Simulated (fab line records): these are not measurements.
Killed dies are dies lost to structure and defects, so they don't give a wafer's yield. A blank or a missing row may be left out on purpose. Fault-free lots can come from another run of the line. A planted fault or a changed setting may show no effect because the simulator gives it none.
Which tool is to blame? ; flow gf180mcu ; 39 wafers from 13 lots sampled at 3 of the route's 602 steps

## WHAT THE GAUGES READ, wafer by wafer
GF_V3_CD_MEAS_14: target cd 260 nm.
lot;measured;on;cd nm (nm)
L947;day 22 08:26;cd sem-02;259.6 257.9 258.7
L948;day 23 09:24;cd sem-02;260.3 260.1 260.8
L950;day 23 17:11;cd sem-02;259.6 259.0 259.1
L951;day 24 03:33;cd sem-01;259.9 260.8 260.0
L953;day 24 15:52;cd sem-01;259.0 260.5 260.9
L956;day 25 23:56;cd sem-02;260.8 262.3 260.3
L957;day 26 00:53;cd sem-01;257.6 259.3 258.7
L959;day 26 12:03;cd sem-01;259.9 258.8 259.2
L960;day 26 18:52;cd sem-01;260.2 260.2 259.8
L961;day 27 03:17;cd sem-02;261.1 260.2 261.4
L963;day 27 16:21;cd sem-01;259.9 259.8 259.1
L966;day 28 14:35;cd sem-01;259.6 258.7 259.0
L970;day 29 13:57;cd sem-02;258.5 259.5 259.9

GF_M4_RS_MEAS_05: the measuring method here is four-point-probe.
lot;measured;on;M4_ALCU_RS (ohm/sq)
L947;day 22 10:11;film metro-04;0.0695 0.0684 0.0685
L948;day 23 11:08;film metro-04;0.0692 0.0699 0.0697
L950;day 23 18:58;film metro-03;0.0709 0.0700 0.0708
L951;day 24 05:23;film metro-01;0.0706 0.0686 0.0688
L953;day 24 17:35;film metro-03;0.0699 0.0690 0.0703
L956;day 26 01:41;film metro-03;0.0698 0.0697 0.0695
L957;day 26 02:37;film metro-04;0.0698 0.0691 0.0691
L959;day 26 13:52;film metro-03;0.0678 0.0686 0.0686
L960;day 26 20:35;film metro-03;0.0700 0.0708 0.0715
L961;day 27 05:01;film metro-04;0.0677 0.0681 0.0684
L963;day 27 18:13;film metro-03;0.0692 0.0704 0.0697
L966;day 28 16:48;film metro-01;0.0701 0.0691 0.0690
L970;day 29 15:47;film metro-03;0.0698 0.0699 0.0698

## WHAT TOOL EACH LOT RAN ON (gives the tool, then ch and the chambers of the sampled wafers, and finally the start)
lot;GF_M4_SPUTTER_04
L947;pvd sputter-02, day 22 10:08
L948;pvd sputter-02, day 23 11:05
L950;pvd sputter-01, day 23 18:52
L951;pvd sputter-03, day 24 05:21
L953;pvd sputter-01, day 24 17:33
L956;pvd sputter-02, day 26 01:39
L957;pvd sputter-03, day 26 02:35
L959;pvd sputter-03, day 26 13:45
L960;pvd sputter-01, day 26 20:33
L961;pvd sputter-03, day 27 04:59
L963;pvd sputter-01, day 27 18:10
L966;pvd sputter-01, day 28 16:43
L970;pvd sputter-01, day 29 15:44
- GF_M4_SPUTTER_04: material TiN, target thk 50 nm, time 41.7 s.

## WHAT THE TOOLS THEMSELVES READ (means of the sampled wafers that have a number; where no wafer has one, the mark that the record gives instead)
GF_M4_SPUTTER_04.
lot;tool;throttle valve pct (%)
L947;pvd sputter-02;29.4
L948;pvd sputter-02;30.6
L950;pvd sputter-01;30.8
L951;pvd sputter-03;29.4
L953;pvd sputter-01;30.6
L956;pvd sputter-02;29.5
L957;pvd sputter-03;29.5
L959;pvd sputter-03;28.9
L960;pvd sputter-01;30.7
L961;pvd sputter-03;30.0
L963;pvd sputter-01;30.4
L966;pvd sputter-01;30.0
L970;pvd sputter-01;29.9

## THE ANSWER, worked out from the rows above alone
Rule: usual is defined by the lots themselves. The widest of any qualifying gaps counts: lots, ordered by their means at a reading, are off when they make up no more than a third of the lots, leave a main group of 4 or more, and stand apart from it by 3 or more times the standard deviation of that group's means. Not used: any main group whose means are identical at the precision the tables above print for the reading. A lot without any number at a reading at which 4 lots or more have one is off too. All remaining lots with rows at the step are treated as sound. Order of review: gauges by route order, followed by the tools' own readings, for which a lot's mean as printed above is used. The first step at which some lot is off is used, and at that step the reading that is off furthest; a lot without a number counts as furthest.
Across all readings shown, no lot is off: no conclusion can be drawn from this.

## WHAT WAS PUT IN BY THE SIMULATOR
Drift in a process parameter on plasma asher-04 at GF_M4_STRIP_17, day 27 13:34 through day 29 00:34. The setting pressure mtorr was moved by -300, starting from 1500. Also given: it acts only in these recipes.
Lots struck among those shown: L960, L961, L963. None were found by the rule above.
